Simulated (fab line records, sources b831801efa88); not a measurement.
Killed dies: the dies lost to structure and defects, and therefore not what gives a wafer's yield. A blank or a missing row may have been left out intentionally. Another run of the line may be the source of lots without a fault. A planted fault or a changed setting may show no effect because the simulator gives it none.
2 desks looking at one fault / flow sfq-line / each desk has only its own numbers; what lay behind them comes last

THE METROLOGY DESK
What the gauges read, lot by lot, whatever tool the lot ran on: means of the sampled wafers that have a number. Marked OUT: a lot whose mean sits more than 4 standard deviations from the usual mean, which makes it out of limits; the brackets give that distance.
Columns: A = L0_MONX_KI_RS at SFQ_L0_RS_MEAS_901, usual 43.6 ohm/sq; B = L0_MONX_KI_THK at SFQ_L0_THK_MEAS_902, usual 40.0 nm; C = L0V_OVL at SFQ_L0V_OVL_MEAS_903, usual 0 nm
lot=L953; first seen here=day 1 17:35; A=43.3; B=40.3; C=2
lot=L955; first seen here=day 2 03:36; A=43.6; B=39.9; C=2
lot=L966; first seen here=day 4 10:35; A=44.1; B=39.5; C=-6
lot=L967; first seen here=day 4 15:34; A=43.4; B=40.0; C=-3
lot=L974; first seen here=day 6 02:35; A=43.9; B=39.5; C=-2
lot=L975; first seen here=day 6 07:35; A=43.5; B=39.7; C=-1
Result from this desk: across the 6 lots, nothing is out of limits.

TOOL OWNER'S DESK, pecvd-03
The tool's own readings at SFQ_TRILAYER_L0_CAP_PECVD_011 (deposits SiO2 from SiH4/N2O, time 13.333 s, target thk 60 nm): means of the sampled wafers that have a number, for each lot that ran on this tool. Marked OUT: a lot whose mean sits more than 4 standard deviations from the usual mean, which makes it out of limits; the brackets give that distance.
Columns: A = chamber-pressure-Torr at SFQ_TRILAYER_L0_CAP_PECVD_011, usual 2.401 Torr; B = heater-power-w at SFQ_TRILAYER_L0_CAP_PECVD_011, usual 84 W; C = throttle-valve-pct at SFQ_TRILAYER_L0_CAP_PECVD_011, usual 25.1 %
lot=L955; first seen here=day 5 12:02; A=2.401; B=84; C=24.1
lot=L966; first seen here=day 7 23:01; A=2.400; B=90; C=25.8
lot=L967; first seen here=day 8 05:01; A=2.398; B=85; C=26.3
Result from this desk: across the 3 lots, nothing is out of limits.

PUT TOGETHER
Metrology desk: nothing out of limits seen.
The tool owner's desk saw nothing out of limits.

WHAT THE SIMULATOR PUT IN
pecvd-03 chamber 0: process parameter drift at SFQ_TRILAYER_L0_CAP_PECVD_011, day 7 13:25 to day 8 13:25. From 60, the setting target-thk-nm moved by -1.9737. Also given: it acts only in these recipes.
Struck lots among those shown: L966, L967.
